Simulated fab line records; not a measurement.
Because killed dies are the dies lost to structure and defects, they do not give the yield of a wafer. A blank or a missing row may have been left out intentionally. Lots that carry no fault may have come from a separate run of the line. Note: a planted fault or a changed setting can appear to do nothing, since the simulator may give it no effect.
Matching of chambers -- flow sky130 -- cmp-01 running SKY_LI_CONTACT_CMP_24: 4 sister chambers
The step polishes, stops on PSG, t overpolish 20 s, target thk 0 nm. 4 wafers are shown with their chamber, then 8 later ones without.

## WAFERS WITH THEIR CHAMBER
wafer,chamber,motor_current_A (A)
L596.6,0,12.4
L603.2,2,10.6
L603.4,1,10.9
L604.2,3,10.6

## WAFERS WITHOUT THEIR CHAMBER
wafer,motor_current_A (A)
L604.4,10.4
L604.5,10.3
L605.3,10.3
L605.4,11.1
L605.5,12.7
L606.2,10.0
L606.4,12.8
L608.2,10.3

## CHAMBER TAKEN BY EACH
wafer,from the rows above,in truth
L604.4,can't be placed: 2 or 3 or 1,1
L604.5,can't be placed: 2 or 3 or 1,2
L605.3,can't be placed: 2 or 3 or 1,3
L605.4,can't be placed: 1 or 2 or 3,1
L605.5,0,0
L606.2,can't be placed: 2 or 3 or 1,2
L606.4,0,0
L608.2,can't be placed: 2 or 3 or 1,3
Correct placement for 2 of the 8. Cannot be placed on the basis of these rows: 6; the candidates contain the true chamber in 6. 0 placed wrongly.
How it was worked out, from the rows above alone: a wafer's distance from a chamber is the root of the sum, over the readings, of the square of ((its reading less the chamber's mean) divided by the reading's scatter). If the next closest chamber is less than 2 further off than the closest, the wafer can't be placed; otherwise it belongs to the closest. The mean given for a chamber averages the wafers shown for that chamber. The scatter: with one shown wafer a chamber, the root of the mean of the squares of how far each hidden wafer lies from its nearest shown one.
